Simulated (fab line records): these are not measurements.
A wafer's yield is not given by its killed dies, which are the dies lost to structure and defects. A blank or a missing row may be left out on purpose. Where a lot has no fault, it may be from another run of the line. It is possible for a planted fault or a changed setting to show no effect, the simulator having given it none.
Matching of chambers -- flow sky130 -- 4 sister chambers for SKY_METAL3_ETCH_17 on rie diel-03
The step etches SiO2 in C4F8/O2/Ar, stops on TiN, time 3.9 s, target depth 15 nm. 18 wafers are shown with their chamber, then 9 later ones without.

== WAFERS, EACH WITH ITS CHAMBER ==
wafer,chamber,oes product au (a.u.)
L081.2,2,0.757
L081.4,3,0.762
L081.6,1,0.762
L082.1,1,0.751
L082.2,2,0.751
L082.5,3,0.770
L085.2,0,0.754
L085.4,3,0.756
L085.6,2,0.761
L086.2,0,0.739
L086.3,2,0.751
L086.6,1,0.755
L089.3,3,0.755
L089.4,0,0.756
L089.6,1,0.748
L090.2,1,0.758
L090.4,2,0.753
L090.5,1,0.746

SIGNATURES (averages over the wafers above)
reading,chamber 0,chamber 1,chamber 2,chamber 3,scatter within a chamber
oes product au,0.74967,0.75333,0.75460,0.76075,0.00643
Rule: distance of a wafer from a chamber = root of the sum over the readings of ((wafer's reading minus chamber's mean) / reading's scatter) squared. The wafer belongs to the nearest chamber; if the next one is less than 2 further off, it can't be placed. How the scatter is found: for the shown wafers, subtract from each reading the mean of its chamber, square and add these, divide the total by (wafers less chambers), then take the root.

== WAFERS MISSING THEIR CHAMBER ==
wafer,oes product au (a.u.)
L093.3,0.754
L093.4,0.758
L093.6,0.757
L094.1,0.755
L094.3,0.740
L094.6,0.763
L095.2,0.761
L095.3,0.748
L095.4,0.752

== CHAMBER TAKEN BY EACH ==
wafer,from the rows above,in truth
L093.3,can't be placed: 2 or 1 or 0 or 3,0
L093.4,can't be placed: 3 or 2 or 1 or 0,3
L093.6,can't be placed: 2 or 1 or 3 or 0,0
L094.1,can't be placed: 2 or 1 or 0 or 3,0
L094.3,can't be placed: 0 or 1 or 2 or 3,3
L094.6,can't be placed: 3 or 2 or 1 or 0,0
L095.2,can't be placed: 3 or 2 or 1 or 0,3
L095.3,can't be placed: 0 or 1 or 2 or 3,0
L095.4,can't be placed: 1 or 0 or 2 or 3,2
Correct placement for 0 of the 9. Cannot be placed on the basis of these rows: 9; the candidates contain the true chamber in 9. Placed wrongly: 0.
